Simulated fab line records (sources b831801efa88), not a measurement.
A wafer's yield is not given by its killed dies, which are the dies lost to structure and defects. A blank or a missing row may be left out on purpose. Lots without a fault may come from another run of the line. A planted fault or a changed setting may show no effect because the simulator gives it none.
Tool commonality check || flow sky130 || 12 lots and 36 wafers in the sample

## REASON IT WAS OPENED
Of 12 lots, 2 have the reading VT_ADJUST_PCH_TW flagged at SKY_VT_ADJUST_PCH_TW_MEAS_10. No-fault wafers: 143.6, standard deviation 1.4.
Rule: a lot gets a flag if all its wafers with a number sit over 4 standard deviations from that mean, or if no wafer of it has a number. The rest of the lots are taken to be sound.

{"lot": "L582", "measured": "day 11 16:39", "on": "film metro-04", "VT_ADJUST_PCH_TW, wafer by wafer": "142.8 143.0 143.4", "flag": ""}
{"lot": "L584", "measured": "day 12 04:26", "on": "film metro-02", "VT_ADJUST_PCH_TW, wafer by wafer": "143.9 144.3 143.7", "flag": ""}
{"lot": "L586", "measured": "day 12 18:38", "on": "film metro-04", "VT_ADJUST_PCH_TW, wafer by wafer": "143.4 142.5 144.1", "flag": ""}
{"lot": "L587", "measured": "day 13 02:23", "on": "film metro-03", "VT_ADJUST_PCH_TW, wafer by wafer": "141.4 141.5 140.5", "flag": ""}
{"lot": "L588", "measured": "day 13 10:08", "on": "film metro-03", "VT_ADJUST_PCH_TW, wafer by wafer": "140.4 140.2 141.0", "flag": ""}
{"lot": "L589", "measured": "day 13 13:02", "on": "film metro-02", "VT_ADJUST_PCH_TW, wafer by wafer": "144.7 143.6 143.9", "flag": ""}
{"lot": "L590", "measured": "day 13 21:56", "on": "film metro-02", "VT_ADJUST_PCH_TW, wafer by wafer": "144.9 144.0 144.0", "flag": ""}
{"lot": "L591", "measured": "day 14 03:47", "on": "film metro-04", "VT_ADJUST_PCH_TW, wafer by wafer": "172.4 171.4 173.3", "flag": "FLAGGED"}
{"lot": "L597", "measured": "day 16 04:01", "on": "film metro-04", "VT_ADJUST_PCH_TW, wafer by wafer": "173.3 172.9 174.4", "flag": "FLAGGED"}
{"lot": "L601", "measured": "day 17 20:05", "on": "film metro-04", "VT_ADJUST_PCH_TW, wafer by wafer": "145.5 143.6 144.6", "flag": ""}
{"lot": "L602", "measured": "day 18 00:23", "on": "film metro-04", "VT_ADJUST_PCH_TW, wafer by wafer": "143.9 143.2 144.5", "flag": ""}
{"lot": "L603", "measured": "day 18 04:22", "on": "film metro-02", "VT_ADJUST_PCH_TW, wafer by wafer": "144.4 143.9 144.6", "flag": ""}
The numbers of the flagged lots are 173.0 on average: +29.4 against the usual, or +21 standard deviations.

## EACH LOT AND THE TOOL IT RAN ON
The record holds 1 process step before the reading, out of a route of 708 steps. In each cell: the tool, then ch and the chambers that the sampled wafers went through, then the start.
{"lot": "L582", "flag": "", "SKY_VT_ADJUST_PCH_IMPLANT_08": "implanter-01 ch 0, day 11 16:25"}
{"lot": "L584", "flag": "", "SKY_VT_ADJUST_PCH_IMPLANT_08": "implanter-02 ch 0, day 12 04:13"}
{"lot": "L586", "flag": "", "SKY_VT_ADJUST_PCH_IMPLANT_08": "implanter-03 ch 0, day 12 18:23"}
{"lot": "L587", "flag": "", "SKY_VT_ADJUST_PCH_IMPLANT_08": "implanter-01 ch 0, day 13 02:08"}
{"lot": "L588", "flag": "", "SKY_VT_ADJUST_PCH_IMPLANT_08": "implanter-01 ch 0, day 13 09:53"}
{"lot": "L589", "flag": "", "SKY_VT_ADJUST_PCH_IMPLANT_08": "implanter-01 ch 0, day 13 12:49"}
{"lot": "L590", "flag": "", "SKY_VT_ADJUST_PCH_IMPLANT_08": "implanter-03 ch 0, day 13 21:41"}
{"lot": "L591", "flag": "FLAGGED", "SKY_VT_ADJUST_PCH_IMPLANT_08": "implanter-03 ch 0, day 14 03:16"}
{"lot": "L597", "flag": "FLAGGED", "SKY_VT_ADJUST_PCH_IMPLANT_08": "implanter-01 ch 0, day 16 03:29"}
{"lot": "L601", "flag": "", "SKY_VT_ADJUST_PCH_IMPLANT_08": "implanter-01 ch 0, day 17 19:50"}
{"lot": "L602", "flag": "", "SKY_VT_ADJUST_PCH_IMPLANT_08": "implanter-03 ch 0, day 18 00:10"}
{"lot": "L603", "flag": "", "SKY_VT_ADJUST_PCH_IMPLANT_08": "implanter-01 ch 0, day 18 04:10"}
What these steps do:
- SKY_VT_ADJUST_PCH_IMPLANT_08
- SKY_VT_ADJUST_PCH_TW_MEAS_10

## FLAGGED OVER TOTAL, TOOL BY TOOL (the gauges that took the reading come last)
{"step": "SKY_VT_ADJUST_PCH_IMPLANT_08", "tool": "implanter-01", "lots run": 7, "flagged": 1, "share of the flagged lots": "some", "sound lots run after its first flagged lot": "2 (L601,L603)"}
{"step": "SKY_VT_ADJUST_PCH_IMPLANT_08", "tool": "implanter-02", "lots run": 1, "flagged": 0, "share of the flagged lots": "none", "sound lots run after its first flagged lot": "-"}
{"step": "SKY_VT_ADJUST_PCH_IMPLANT_08", "tool": "implanter-03", "lots run": 4, "flagged": 1, "share of the flagged lots": "some", "sound lots run after its first flagged lot": "1 (L602)"}
{"step": "SKY_VT_ADJUST_PCH_TW_MEAS_10", "tool": "film metro-02", "lots run": 4, "flagged": 0, "share of the flagged lots": "none", "sound lots run after its first flagged lot": "-"}
{"step": "SKY_VT_ADJUST_PCH_TW_MEAS_10", "tool": "film metro-03", "lots run": 2, "flagged": 0, "share of the flagged lots": "none", "sound lots run after its first flagged lot": "-"}
{"step": "SKY_VT_ADJUST_PCH_TW_MEAS_10", "tool": "film metro-04", "lots run": 6, "flagged": 2, "share of the flagged lots": "all", "sound lots run after its first flagged lot": "2 (L601,L602)"}

## THE TABLE: WHAT IT ALLOWS
All flagged lots share 1 row of the table, namely film metro-04 at SKY_VT_ADJUST_PCH_TW_MEAS_10.
- film metro-04 at SKY_VT_ADJUST_PCH_TW_MEAS_10: 2 of its 6 lots flagged. Sound lots followed the first flagged one (L601, L602) on it, something a lasting fault affecting the whole tool could not allow.
None of the table's rows ran every flagged lot and, after the first, no sound lot.

## WHAT THE SIMULATOR PUT IN
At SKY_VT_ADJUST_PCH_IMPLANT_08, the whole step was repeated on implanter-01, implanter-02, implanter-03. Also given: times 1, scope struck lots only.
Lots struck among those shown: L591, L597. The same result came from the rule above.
